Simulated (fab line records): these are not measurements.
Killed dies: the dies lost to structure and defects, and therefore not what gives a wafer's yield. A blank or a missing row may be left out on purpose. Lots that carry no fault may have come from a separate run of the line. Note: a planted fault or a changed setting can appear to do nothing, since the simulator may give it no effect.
Which tool did it?	flow gf180mcu	6 lots, 18 wafers sampled, at 3 steps of a route of 602

WHAT THE GAUGES READ, wafer by wafer
GF_M1_RS_MEAS_05: uses a four-point probe to measure.
lot	measured	on	M1_ALCU_RS (ohm/sq)
L273	day 16 21:15	film-metro-01	0.0688 0.0701 0.0700
L280	day 19 19:55	film-metro-01	0.0687 0.0694 0.0692
L285	day 21 11:37	film-metro-02	7.1362 7.1081 7.0963
L287	day 22 01:25	film-metro-01	7.1755 7.0936 7.1606
L293	day 23 09:10	film-metro-02	0.0695 0.0688 0.0692
L295	day 23 21:23	film-metro-02	0.0694 0.0698 0.0699

WHICH TOOL RAN EACH LOT (tool, then ch and the chambers of the sampled wafers, then the start)
lot	GF_CONTACT_SPUTTER_23	GF_M1_SPUTTER_02
L273	pvd-sputter-03, day 16 20:23	pvd-sputter-02, day 16 21:08
L280	pvd-sputter-03, day 19 19:05	pvd-sputter-01, day 19 19:50
L285	pvd-sputter-02, day 21 10:46	pvd-sputter-01, day 21 11:31
L287	pvd-sputter-01, day 22 00:26	pvd-sputter-02, day 22 01:17
L293	pvd-sputter-03, day 23 08:20	pvd-sputter-02, day 23 09:05
L295	pvd-sputter-02, day 23 20:31	pvd-sputter-02, day 23 21:16
- GF_CONTACT_SPUTTER_23: material TiN, target thk 10 nm, time 40 s.
- GF_M1_SPUTTER_02: material AlCu, target thk 450 nm, time 23.9 s.

THE ANSWER, worked out from the rows above alone
Rule: usual is defined by the lots themselves. Put in order of their means at a reading, lots are off if they are a third of the lots or fewer, leave a main group of 4 or more, and stand apart from it by a gap of 3 or more times the standard deviation of the main group's means; of several such gaps the widest counts. A main group is skipped when, at the precision printed for the reading in the tables above, its means are all equal. Also off: a lot with no number at a reading for which 4 or more lots have one. All remaining lots with rows at the step are treated as sound.
Off: L285, L287, seen at GF_M1_RS_MEAS_05 (M1_ALCU_RS). Main group: mean 0.0694 ohm/sq, sd 0.00027.
If a tool, at a process step before that reading, ran all the lots that are off and no sound lot after the first of them, it fits. Those tools and the gauges at GF_M1_RS_MEAS_05 are tried in the same way. Not one of the candidates tried fits.

WHAT HAD BEEN PUT IN BY THE SIMULATOR
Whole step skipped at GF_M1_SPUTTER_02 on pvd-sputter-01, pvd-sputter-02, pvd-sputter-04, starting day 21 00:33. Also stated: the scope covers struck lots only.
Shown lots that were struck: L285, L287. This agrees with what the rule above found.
